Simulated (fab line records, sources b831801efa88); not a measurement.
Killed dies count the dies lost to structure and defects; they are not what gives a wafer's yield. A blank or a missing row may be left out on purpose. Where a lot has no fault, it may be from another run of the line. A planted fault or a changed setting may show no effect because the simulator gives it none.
What tool caused it? || flow gf180mcu || 11 lots with 33 wafers sampled at 6 steps, on a route of 602 steps

== WHAT EACH GAUGE READ, for each wafer ==
GF_MVPSD_OVL_MEAS_07. Usual: MVPSD_OVL typically reads -0.3 nm, with standard deviation 1.2.
{"lot": "L663", "measured": "day 4 22:58", "on": "overlay-01", "MVPSD_OVL (nm)": "-1.3 0.3 -1.4", "flag": ""}
{"lot": "L664", "measured": "day 5 03:37", "on": "overlay-02", "MVPSD_OVL (nm)": "0.1 -1.0 -0.3", "flag": ""}
{"lot": "L667", "measured": "day 5 19:50", "on": "overlay-01", "MVPSD_OVL (nm)": "0.6 1.6 1.1", "flag": ""}
{"lot": "L674", "measured": "day 8 03:20", "on": "overlay-01", "MVPSD_OVL (nm)": "-1.2 -1.5 -3.4", "flag": ""}
{"lot": "L676", "measured": "day 8 17:52", "on": "overlay-01", "MVPSD_OVL (nm)": "0.0 -0.2 0.8", "flag": ""}
{"lot": "L677", "measured": "day 8 18:13", "on": "overlay-02", "MVPSD_OVL (nm)": "0.6 -0.4 -0.3", "flag": ""}
{"lot": "L680", "measured": "day 9 21:04", "on": "overlay-01", "MVPSD_OVL (nm)": "-1.7 -1.3 -1.1", "flag": ""}
{"lot": "L683", "measured": "day 10 04:10", "on": "overlay-01", "MVPSD_OVL (nm)": "0.9 0.6 0.6", "flag": ""}
{"lot": "L685", "measured": "day 10 11:31", "on": "overlay-01", "MVPSD_OVL (nm)": "0.3 -0.2 -1.0", "flag": ""}
{"lot": "L684", "measured": "day 10 12:05", "on": "overlay-01", "MVPSD_OVL (nm)": "0.0 -2.5 -2.0", "flag": ""}
{"lot": "L686", "measured": "day 11 02:31", "on": "overlay-01", "MVPSD_OVL (nm)": "-0.6 0.9 -1.7", "flag": ""}

GF_VT_IMPLANT_TW_MEAS_32. Usual: VT_IMPLANT_3_TW typically reads 269.0, with standard deviation 1.7.
{"lot": "L663", "measured": "day 6 16:16", "on": "film-metro-02", "VT_IMPLANT_3_TW": "270.1 270.4 269.8", "flag": ""}
{"lot": "L664", "measured": "day 6 20:46", "on": "film-metro-01", "VT_IMPLANT_3_TW": "267.1 266.6 266.9", "flag": ""}
{"lot": "L667", "measured": "day 7 15:41", "on": "film-metro-03", "VT_IMPLANT_3_TW": "267.7 268.7 268.5", "flag": ""}
{"lot": "L674", "measured": "day 10 07:29", "on": "film-metro-03", "VT_IMPLANT_3_TW": "266.9 267.1 267.1", "flag": ""}
{"lot": "L676", "measured": "day 10 22:34", "on": "film-metro-01", "VT_IMPLANT_3_TW": "30.0 30.0 30.0 30.0 30.1 30.0", "flag": "OFF"}
{"lot": "L677", "measured": "day 10 22:52", "on": "film-metro-01", "VT_IMPLANT_3_TW": "30.0 30.2 30.2 30.0 30.3 30.0", "flag": "OFF"}
{"lot": "L680", "measured": "day 12 03:40", "on": "film-metro-02", "VT_IMPLANT_3_TW": "272.0 271.3 271.1", "flag": ""}
{"lot": "L683", "measured": "day 12 11:43", "on": "film-metro-02", "VT_IMPLANT_3_TW": "271.6 272.8 271.8", "flag": ""}
{"lot": "L685", "measured": "day 12 19:52", "on": "film-metro-03", "VT_IMPLANT_3_TW": "266.0 267.3 266.7", "flag": ""}
{"lot": "L684", "measured": "day 12 21:23", "on": "film-metro-03", "VT_IMPLANT_3_TW": "268.7 266.7 266.4", "flag": ""}
{"lot": "L686", "measured": "day 13 12:16", "on": "film-metro-02", "VT_IMPLANT_3_TW": "269.6 269.7 271.3", "flag": ""}

GF_HV_LDD_CD_MEAS_07: target cd 400 nm. Usual: cd-nm 400.9 nm, standard deviation 2.6.
{"lot": "L663", "measured": "day 9 20:28", "on": "cd-sem-02", "cd-nm (nm)": "399.7 400.1 401.2", "flag": ""}
{"lot": "L664", "measured": "day 9 22:38", "on": "cd-sem-01", "cd-nm (nm)": "402.3 402.9 402.6", "flag": ""}
{"lot": "L667", "measured": "day 10 20:06", "on": "cd-sem-01", "cd-nm (nm)": "400.5 397.2 397.4", "flag": ""}
{"lot": "L674", "measured": "day 13 22:28", "on": "cd-sem-02", "cd-nm (nm)": "400.8 397.0 398.9", "flag": ""}
{"lot": "L680", "measured": "day 16 00:26", "on": "cd-sem-01", "cd-nm (nm)": "403.8 403.9 404.3", "flag": ""}
{"lot": "L683", "measured": "day 16 11:59", "on": "cd-sem-02", "cd-nm (nm)": "397.1 395.7 395.4", "flag": ""}
{"lot": "L685", "measured": "day 16 19:59", "on": "cd-sem-01", "cd-nm (nm)": "400.9 399.2 399.1", "flag": ""}
{"lot": "L684", "measured": "day 16 20:13", "on": "cd-sem-01", "cd-nm (nm)": "401.6 403.8 401.2", "flag": ""}
{"lot": "L686", "measured": "day 17 11:40", "on": "cd-sem-01", "cd-nm (nm)": "401.6 401.5 403.0", "flag": ""}

GF_SALICIDE_RS_MEAS_04: measures by four-point-probe. Usual: SALICIDE_TIN_RS typically reads 16.38 ohm/sq, with standard deviation 0.29.
{"lot": "L663", "measured": "day 14 19:59", "on": "film-metro-04", "SALICIDE_TIN_RS (ohm/sq)": "16.12 16.54 15.85", "flag": ""}
{"lot": "L664", "measured": "day 15 00:01", "on": "film-metro-01", "SALICIDE_TIN_RS (ohm/sq)": "16.18 16.27 16.14", "flag": ""}
{"lot": "L667", "measured": "day 16 02:09", "on": "film-metro-01", "SALICIDE_TIN_RS (ohm/sq)": "16.16 16.08 15.96", "flag": ""}
{"lot": "L674", "measured": "day 19 17:10", "on": "film-metro-02", "SALICIDE_TIN_RS (ohm/sq)": "16.13 16.13 16.76", "flag": ""}
{"lot": "L680", "measured": "day 22 02:35", "on": "film-metro-02", "SALICIDE_TIN_RS (ohm/sq)": "16.84 16.38 16.10", "flag": ""}
{"lot": "L683", "measured": "day 22 14:41", "on": "film-metro-01", "SALICIDE_TIN_RS (ohm/sq)": "16.11 16.04 16.81", "flag": ""}
{"lot": "L685", "measured": "day 22 21:47", "on": "film-metro-04", "SALICIDE_TIN_RS (ohm/sq)": "16.72 16.81 16.63", "flag": ""}
{"lot": "L684", "measured": "day 23 00:58", "on": "film-metro-02", "SALICIDE_TIN_RS (ohm/sq)": "16.27 16.64 16.92", "flag": ""}
{"lot": "L686", "measured": "day 23 14:55", "on": "film-metro-04", "SALICIDE_TIN_RS (ohm/sq)": "16.49 16.42 16.18", "flag": ""}

== TOOL THAT RAN EACH LOT (tool first, then ch and the chambers of the sampled wafers, then the start) ==
{"lot": "L663", "GF_VT_IMPLANT_STRIP_20": "plasma-asher-02 ch 0,1, day 6 02:21", "GF_VT_IMPLANT_STRIP_31": "plasma-asher-03 ch 1, day 6 16:10"}
{"lot": "L664", "GF_VT_IMPLANT_STRIP_20": "plasma-asher-02 ch 0,1, day 6 06:27", "GF_VT_IMPLANT_STRIP_31": "plasma-asher-03 ch 0,1, day 6 20:40"}
{"lot": "L667", "GF_VT_IMPLANT_STRIP_20": "plasma-asher-03 ch 0,1, day 7 00:35", "GF_VT_IMPLANT_STRIP_31": "plasma-asher-03 ch 0,1, day 7 15:35"}
{"lot": "L674", "GF_VT_IMPLANT_STRIP_20": "plasma-asher-04 ch 0,1, day 9 13:56", "GF_VT_IMPLANT_STRIP_31": "plasma-asher-03 ch 0,1, day 10 07:23"}
{"lot": "L676", "GF_VT_IMPLANT_STRIP_20": "plasma-asher-04 ch 0,1, day 10 04:34", "GF_VT_IMPLANT_STRIP_31": "plasma-asher-02 ch 0,1, day 10 22:27"}
{"lot": "L677", "GF_VT_IMPLANT_STRIP_20": "plasma-asher-02 ch 1, day 10 04:39", "GF_VT_IMPLANT_STRIP_31": "plasma-asher-03 ch 1, day 10 22:45"}
{"lot": "L680", "GF_VT_IMPLANT_STRIP_20": "plasma-asher-04 ch 0,1, day 11 08:40", "GF_VT_IMPLANT_STRIP_31": "plasma-asher-03 ch 0,1, day 12 03:33"}
{"lot": "L683", "GF_VT_IMPLANT_STRIP_20": "plasma-asher-04 ch 0,1, day 11 16:24", "GF_VT_IMPLANT_STRIP_31": "plasma-asher-04 ch 0,1, day 12 11:37"}
{"lot": "L685", "GF_VT_IMPLANT_STRIP_20": "plasma-asher-02 ch 0,1, day 12 00:09", "GF_VT_IMPLANT_STRIP_31": "plasma-asher-03 ch 0,1, day 12 19:46"}
{"lot": "L684", "GF_VT_IMPLANT_STRIP_20": "plasma-asher-04 ch 0,1, day 12 00:53", "GF_VT_IMPLANT_STRIP_31": "plasma-asher-03 ch 0,1, day 12 21:17"}
{"lot": "L686", "GF_VT_IMPLANT_STRIP_20": "plasma-asher-04 ch 0,1, day 12 16:45", "GF_VT_IMPLANT_STRIP_31": "plasma-asher-03 ch 0,1, day 13 12:10"}
- GF_VT_IMPLANT_STRIP_20: strips in O2/N2.
- GF_VT_IMPLANT_STRIP_31: strips in O2/N2.

== AS READ BY THE TOOLS THEMSELVES (means over the sampled wafers that have a number; for cases with no such wafer, the mark the record gives instead) ==
GF_VT_IMPLANT_STRIP_20. Usual: chamber-pressure-mTorr 1500.1 mTorr, standard deviation 1.3; drypump-motor-current-A 5.5 A, standard deviation 0.42; heater-power-w 335 W, standard deviation 28; o2-flow-sccm 3000 sccm, standard deviation 8.1; oes-product-au 0.716 a.u., standard deviation 0.0044; strip-time-to-endpoint-s 12.644 s, standard deviation 0.03.
{"lot": "L663", "tool": "plasma-asher-02", "chamber-pressure-mTorr (mTorr)": 1499.6, "drypump-motor-current-A (A)": 5.3, "heater-power-w (W)": 340, "o2-flow-sccm (sccm)": 3000, "oes-product-au (a.u.)": 0.714, "strip-time-to-endpoint-s (s)": 12.614, "flag": ""}
{"lot": "L664", "tool": "plasma-asher-02", "chamber-pressure-mTorr (mTorr)": 1500.7, "drypump-motor-current-A (A)": 5.3, "heater-power-w (W)": 338, "o2-flow-sccm (sccm)": 2993, "oes-product-au (a.u.)": 0.715, "strip-time-to-endpoint-s (s)": 12.652, "flag": ""}
{"lot": "L667", "tool": "plasma-asher-03", "chamber-pressure-mTorr (mTorr)": 1500.9, "drypump-motor-current-A (A)": 5.9, "heater-power-w (W)": 326, "o2-flow-sccm (sccm)": 3009, "oes-product-au (a.u.)": 0.714, "strip-time-to-endpoint-s (s)": 12.711, "flag": ""}
{"lot": "L674", "tool": "plasma-asher-04", "chamber-pressure-mTorr (mTorr)": 1499.5, "drypump-motor-current-A (A)": 5.5, "heater-power-w (W)": 334, "o2-flow-sccm (sccm)": 3011, "oes-product-au (a.u.)": 0.712, "strip-time-to-endpoint-s (s)": 12.635, "flag": ""}
{"lot": "L676", "tool": "plasma-asher-04", "chamber-pressure-mTorr (mTorr)": "-", "drypump-motor-current-A (A)": "-", "heater-power-w (W)": "-", "o2-flow-sccm (sccm)": "-", "oes-product-au (a.u.)": "-", "strip-time-to-endpoint-s (s)": "-", "flag": "OFF"}
{"lot": "L677", "tool": "plasma-asher-02", "chamber-pressure-mTorr (mTorr)": "-", "drypump-motor-current-A (A)": "-", "heater-power-w (W)": "-", "o2-flow-sccm (sccm)": "-", "oes-product-au (a.u.)": "-", "strip-time-to-endpoint-s (s)": "-", "flag": "OFF"}
{"lot": "L680", "tool": "plasma-asher-04", "chamber-pressure-mTorr (mTorr)": 1499.2, "drypump-motor-current-A (A)": 5.5, "heater-power-w (W)": 330, "o2-flow-sccm (sccm)": 2996, "oes-product-au (a.u.)": 0.711, "strip-time-to-endpoint-s (s)": 12.617, "flag": ""}
{"lot": "L683", "tool": "plasma-asher-04", "chamber-pressure-mTorr (mTorr)": 1500.1, "drypump-motor-current-A (A)": 5.4, "heater-power-w (W)": 348, "o2-flow-sccm (sccm)": 3001, "oes-product-au (a.u.)": 0.713, "strip-time-to-endpoint-s (s)": 12.625, "flag": ""}
{"lot": "L685", "tool": "plasma-asher-02", "chamber-pressure-mTorr (mTorr)": 1499.9, "drypump-motor-current-A (A)": 5.3, "heater-power-w (W)": 331, "o2-flow-sccm (sccm)": 2997, "oes-product-au (a.u.)": 0.714, "strip-time-to-endpoint-s (s)": 12.622, "flag": ""}
{"lot": "L684", "tool": "plasma-asher-04", "chamber-pressure-mTorr (mTorr)": 1501.1, "drypump-motor-current-A (A)": 5.4, "heater-power-w (W)": 352, "o2-flow-sccm (sccm)": 3003, "oes-product-au (a.u.)": 0.712, "strip-time-to-endpoint-s (s)": 12.634, "flag": ""}
{"lot": "L686", "tool": "plasma-asher-04", "chamber-pressure-mTorr (mTorr)": 1499.9, "drypump-motor-current-A (A)": 5.4, "heater-power-w (W)": 354, "o2-flow-sccm (sccm)": 3002, "oes-product-au (a.u.)": 0.717, "strip-time-to-endpoint-s (s)": 12.656, "flag": ""}

GF_VT_IMPLANT_STRIP_31. Usual: chamber-pressure-mTorr 1499.9 mTorr, standard deviation 1.4; drypump-motor-current-A 5.7 A, standard deviation 0.35; heater-power-w 335 W, standard deviation 28; o2-flow-sccm 3000 sccm, standard deviation 8.7; oes-product-au 0.717 a.u., standard deviation 0.005; strip-time-to-endpoint-s 12.64 s, standard deviation 0.035.
{"lot": "L663", "tool": "plasma-asher-03", "chamber-pressure-mTorr (mTorr)": 1498.8, "drypump-motor-current-A (A)": 6.0, "heater-power-w (W)": 362, "o2-flow-sccm (sccm)": 2990, "oes-product-au (a.u.)": 0.717, "strip-time-to-endpoint-s (s)": 12.65, "flag": ""}
{"lot": "L664", "tool": "plasma-asher-03", "chamber-pressure-mTorr (mTorr)": 1499.8, "drypump-motor-current-A (A)": 5.9, "heater-power-w (W)": 319, "o2-flow-sccm (sccm)": 3007, "oes-product-au (a.u.)": 0.715, "strip-time-to-endpoint-s (s)": 12.67, "flag": ""}
{"lot": "L667", "tool": "plasma-asher-03", "chamber-pressure-mTorr (mTorr)": 1499.4, "drypump-motor-current-A (A)": 6.0, "heater-power-w (W)": 341, "o2-flow-sccm (sccm)": 2986, "oes-product-au (a.u.)": 0.720, "strip-time-to-endpoint-s (s)": 12.62, "flag": ""}
{"lot": "L674", "tool": "plasma-asher-03", "chamber-pressure-mTorr (mTorr)": 1500.3, "drypump-motor-current-A (A)": 6.0, "heater-power-w (W)": 343, "o2-flow-sccm (sccm)": 2995, "oes-product-au (a.u.)": 0.717, "strip-time-to-endpoint-s (s)": 12.64, "flag": ""}
{"lot": "L676", "tool": "plasma-asher-02", "chamber-pressure-mTorr (mTorr)": 1499.9, "drypump-motor-current-A (A)": 5.1, "heater-power-w (W)": 318, "o2-flow-sccm (sccm)": 2999, "oes-product-au (a.u.)": 0.717, "strip-time-to-endpoint-s (s)": 27.62, "flag": "OFF"}
{"lot": "L677", "tool": "plasma-asher-03", "chamber-pressure-mTorr (mTorr)": 1500.3, "drypump-motor-current-A (A)": 6.0, "heater-power-w (W)": 358, "o2-flow-sccm (sccm)": 3000, "oes-product-au (a.u.)": 0.719, "strip-time-to-endpoint-s (s)": 27.66, "flag": "OFF"}
{"lot": "L680", "tool": "plasma-asher-03", "chamber-pressure-mTorr (mTorr)": 1500.4, "drypump-motor-current-A (A)": 6.0, "heater-power-w (W)": 346, "o2-flow-sccm (sccm)": 2995, "oes-product-au (a.u.)": 0.716, "strip-time-to-endpoint-s (s)": 12.62, "flag": ""}
{"lot": "L683", "tool": "plasma-asher-04", "chamber-pressure-mTorr (mTorr)": 1500.2, "drypump-motor-current-A (A)": 5.4, "heater-power-w (W)": 351, "o2-flow-sccm (sccm)": 2997, "oes-product-au (a.u.)": 0.720, "strip-time-to-endpoint-s (s)": 12.67, "flag": ""}
{"lot": "L685", "tool": "plasma-asher-03", "chamber-pressure-mTorr (mTorr)": 1501.1, "drypump-motor-current-A (A)": 6.0, "heater-power-w (W)": 338, "o2-flow-sccm (sccm)": 3002, "oes-product-au (a.u.)": 0.717, "strip-time-to-endpoint-s (s)": 12.63, "flag": ""}
{"lot": "L684", "tool": "plasma-asher-03", "chamber-pressure-mTorr (mTorr)": 1499.3, "drypump-motor-current-A (A)": 6.0, "heater-power-w (W)": 338, "o2-flow-sccm (sccm)": 3001, "oes-product-au (a.u.)": 0.717, "strip-time-to-endpoint-s (s)": 12.57, "flag": ""}
{"lot": "L686", "tool": "plasma-asher-03", "chamber-pressure-mTorr (mTorr)": 1499.8, "drypump-motor-current-A (A)": 5.9, "heater-power-w (W)": 323, "o2-flow-sccm (sccm)": 3007, "oes-product-au (a.u.)": 0.727, "strip-time-to-endpoint-s (s)": 12.64, "flag": ""}

== THE ANSWER, worked out from the rows above alone ==
Rule: a lot counts as off when the mean over its wafers that have a number is more than 3 standard deviations away from the usual mean. A lot without any number at a reading at which 4 lots or more have one is off too. The other lots that the step has rows for count as sound. First the gauges in route order, then the tools' own readings, where a lot's mean is used as printed above. At the first step where some lot is off, the reading lying furthest off is the one used; lots without a number count as furthest.
Off: L676, L677, seen at GF_VT_IMPLANT_TW_MEAS_32 (VT_IMPLANT_3_TW).
A tool fits if, at a process step before that reading, it ran every lot that is off, and no sound lot after the first of them. Not tried: the gauges at GF_VT_IMPLANT_TW_MEAS_32; whatever is off there is also off at GF_VT_IMPLANT_STRIP_20, on other tools, and gauge error can't account for it. Not one of the candidates tried fits.

== WHAT HAD BEEN PUT IN BY THE SIMULATOR ==
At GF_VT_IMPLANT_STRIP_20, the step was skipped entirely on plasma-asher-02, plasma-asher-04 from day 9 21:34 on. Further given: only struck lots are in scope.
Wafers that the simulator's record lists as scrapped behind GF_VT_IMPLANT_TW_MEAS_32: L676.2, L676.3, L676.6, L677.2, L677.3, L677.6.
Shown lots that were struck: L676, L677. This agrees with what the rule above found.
